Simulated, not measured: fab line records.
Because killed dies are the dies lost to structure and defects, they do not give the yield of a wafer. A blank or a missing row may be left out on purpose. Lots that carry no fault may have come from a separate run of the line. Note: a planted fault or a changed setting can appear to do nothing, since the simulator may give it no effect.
2 desks looking at one fault | flow gf180mcu | numbers are kept per desk, each desk with only its own; the story behind them comes last

## THE METROLOGY DESK
Means of the sampled wafers that have a number, per lot and without regard to the tool the lot ran on: this is what the gauges read. Marked OUT: a lot whose mean sits more than 4 standard deviations from the usual mean, which makes it out of limits; the brackets give that distance. Only the readings that lie furthest out on some lot appear, 7 of the 9 it has.
Columns: A = V3_W_RS at GF_V3_RS_MEAS_24, usual 0.331 ohm/sq; B = V3_W_THK at GF_V3_THK_MEAS_25, usual 367 nm; C = M4_ALCU_THK at GF_M4_THK_MEAS_06, usual 445 nm; D = cd nm at GF_M4_CD_MEAS_14, usual 279.8 nm; E = M4_OVL at GF_M4_OVL_MEAS_15, usual 2 nm; F = V4_CVD_00_THK at GF_V4_THK_MEAS_01, usual 598 nm; G = V4_BOW at GF_V4_BOW_MEAS_05, usual 135 um
lot  | first seen here | A     | B   | C   | D     | E  | F   | G
L273 | day 23 14:00    | 0.329 | 365 | 446 | 277.8 | 11 | 594 | 148
L281 | day 26 07:00    | 0.331 | 365 | 446 | 279.9 | -3 | 601 | 128
L290 | day 29 00:05    | 0.324 | 375 | 445 | 277.3 | 3  | 604 | 135
L291 | day 29 03:53    | 0.334 | 364 | 447 | 278.9 | 8  | 600 | 124
L293 | day 29 19:52    | 0.333 | 366 | 450 | 281.1 | 7  | 591 | 131
This desk found nothing out of limits on any of the 5 lots.

## THE TOOL OWNER'S DESK: pvd sputter-03
At GF_M4_SPUTTER_04 (material TiN, target thk 50 nm, time 41.7 s) the tool's own readings: per lot run on this tool, the mean of the sampled wafers that have a number. Marked OUT: a lot whose mean sits more than 4 standard deviations from the usual mean, which makes it out of limits; the brackets give that distance.
Columns: A = throttle valve pct at GF_M4_SPUTTER_04, usual 29.7 %
lot  | first seen here | A
L273 | day 23 14:37    | 30.1
L281 | day 26 07:40    | 30.0
L290 | day 29 00:43    | 29.3
This desk found nothing out of limits on any of the 3 lots.

## TAKEN TOGETHER
From the metrology desk's view, nothing was out of limits.
The tool owner's desk saw nothing out of limits.

## WHAT WAS PUT IN BY THE SIMULATOR
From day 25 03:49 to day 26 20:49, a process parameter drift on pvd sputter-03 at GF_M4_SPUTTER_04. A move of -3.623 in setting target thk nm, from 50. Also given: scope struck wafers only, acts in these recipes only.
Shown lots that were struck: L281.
